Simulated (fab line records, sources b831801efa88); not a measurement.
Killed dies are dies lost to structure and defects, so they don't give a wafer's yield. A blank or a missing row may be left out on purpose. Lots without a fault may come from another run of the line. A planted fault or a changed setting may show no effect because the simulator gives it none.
One fault seen from 2 desks | flow sky130 | each desk has only its own numbers; what lay behind them comes last

THE METROLOGY DESK
What the gauges read, lot by lot, whatever tool the lot ran on: means of the sampled wafers that have a number. A lot is out of limits, marked OUT, if its mean lies more than 4 standard deviations from the usual mean; the brackets give that distance.
Columns: A = cd_nm at SKY_SD_N_CD_MEAS_07, usual 379.7 nm; B = CONTACT_HDPCVD_THK at SKY_CONTACT_THK_MEAS_03, usual 564 nm
lot  | first seen here | A     | B
L477 | day 27 22:25    | 378.7 | 568
L478 | day 28 05:40    | 377.7 | 563
L480 | day 28 22:56    | 380.9 | 560
L479 | day 28 23:16    | 380.2 | 557
L481 | day 29 16:14    | 380.8 | 571
L482 | day 30 00:06    | 377.1 | 560
L485 | day 30 12:26    | 378.0 | 559
L488 | day 31 22:59    | 379.3 | 425 (-17) OUT
L489 | day 32 06:38    | 384.3 | 567
L493 | day 33 05:34    | 380.2 | 572
L494 | day 33 09:31    | 380.2 | 571
L498 | day 34 20:50    | 379.4 | 563
L500 | day 35 06:35    | 381.5 | 553
This desk's finding: out of limits on L488; first on L488, day 34 08:21 (CONTACT_HDPCVD_THK at SKY_CONTACT_THK_MEAS_03). In limits: L477, L478, L480, L479, L481, L482, L485, L489, L493, L494, L498, L500.

THE TOOL OWNER'S DESK: hdpcvd-01
The tool's own readings at SKY_CONTACT_HDPCVD_02 (deposits SiO2, target thk 565 nm, time 94.2 s): means of the sampled wafers that have a number, for each lot that ran on this tool. A lot is out of limits, marked OUT, if its mean lies more than 4 standard deviations from the usual mean; the brackets give that distance.
Columns: A = susceptor_temp_C at SKY_CONTACT_HDPCVD_02, usual 600.00 C
lot  | first seen here | A
L477 | day 30 11:55    | 600.19
L478 | day 30 18:05    | 600.05
L479 | day 31 12:07    | 599.92
L485 | day 32 23:58    | 600.30
L488 | day 34 08:17    | 600.18
L500 | day 37 16:00    | 599.81
This desk's finding: nothing out of limits on any of the 6 lots.

PUT TOGETHER
The metrology desk could have raised an alarm at day 34 08:21, on L488.
The tool owner's desk saw nothing out of limits.
The tool owner's desk has L488 on record, within its limits.
Of the lots named, all ran SKY_CONTACT_HDPCVD_02 on hdpcvd-01.

WHAT THE SIMULATOR HAD PUT IN
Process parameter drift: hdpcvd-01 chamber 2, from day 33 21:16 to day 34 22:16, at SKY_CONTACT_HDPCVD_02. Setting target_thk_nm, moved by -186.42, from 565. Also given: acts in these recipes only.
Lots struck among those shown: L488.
Hours from the fault's start to each desk's first reading out of limits: the metrology desk, 11.
